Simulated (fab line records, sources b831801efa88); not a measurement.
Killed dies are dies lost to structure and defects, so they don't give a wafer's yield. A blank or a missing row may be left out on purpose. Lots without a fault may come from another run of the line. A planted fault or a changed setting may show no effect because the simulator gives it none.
Which tool did it? | flow sfq_line | 13 lots, 39 wafers sampled, at 1 step of a route of 325

WHAT THE GAUGES READ, wafer by wafer
SFQ_I3_BOW_MEAS_922. Usual: I3_BOW 3 um, standard deviation 8.5.
lot  | measured     | on            | I3_BOW (um) | flag
L712 | day 28 20:30 | film_metro-01 | 12 20 6     |
L714 | day 29 14:31 | film_metro-01 | -3 -5 3     |
L715 | day 29 23:05 | film_metro-02 | 4 -4 5      |
L716 | day 30 20:08 | film_metro-04 | 14 5 9      |
L717 | day 31 02:30 | film_metro-01 | -11 3 -16   |
L718 | day 31 11:05 | film_metro-02 | 11 17 13    |
L720 | day 32 15:31 | film_metro-04 | 10 10 7     |
L723 | day 33 15:30 | film_metro-01 | 4 4 11      |
L726 | day 34 06:30 | film_metro-04 | 6 22 15     |
L728 | day 35 12:30 | film_metro-04 | 7 17 6      |
L731 | day 36 15:31 | film_metro-04 | -5 7 -4     |
L734 | day 37 12:32 | film_metro-04 | 2 9 -6      |
L735 | day 37 19:32 | film_metro-01 | 8 -13 4     |

WHICH TOOL RAN EACH LOT (tool, then ch and the chambers of the sampled wafers, then the start)
The record holds no process step before these readings.

WHAT THE TOOLS THEMSELVES READ (means of the sampled wafers that have a number; where no wafer has one, the mark that the record gives instead)
The record holds no such reading with a usual standard deviation.

THE ANSWER, worked out from the rows above alone
Rule: a lot is off if the mean of its wafers that have a number lies more than 3 standard deviations from the usual mean. A lot without any number at a reading at which 4 lots or more have one is off too. The other lots that the step has rows for count as sound. The gauges are gone through in route order, then the tools' own readings, and for those a lot's mean is taken as printed above. The first step at which some lot is off is used, and at that step the reading that is off furthest; a lot without a number counts as furthest.
No lot is off at any reading shown: from this, nothing can be told.

WHAT THE SIMULATOR HAD PUT IN
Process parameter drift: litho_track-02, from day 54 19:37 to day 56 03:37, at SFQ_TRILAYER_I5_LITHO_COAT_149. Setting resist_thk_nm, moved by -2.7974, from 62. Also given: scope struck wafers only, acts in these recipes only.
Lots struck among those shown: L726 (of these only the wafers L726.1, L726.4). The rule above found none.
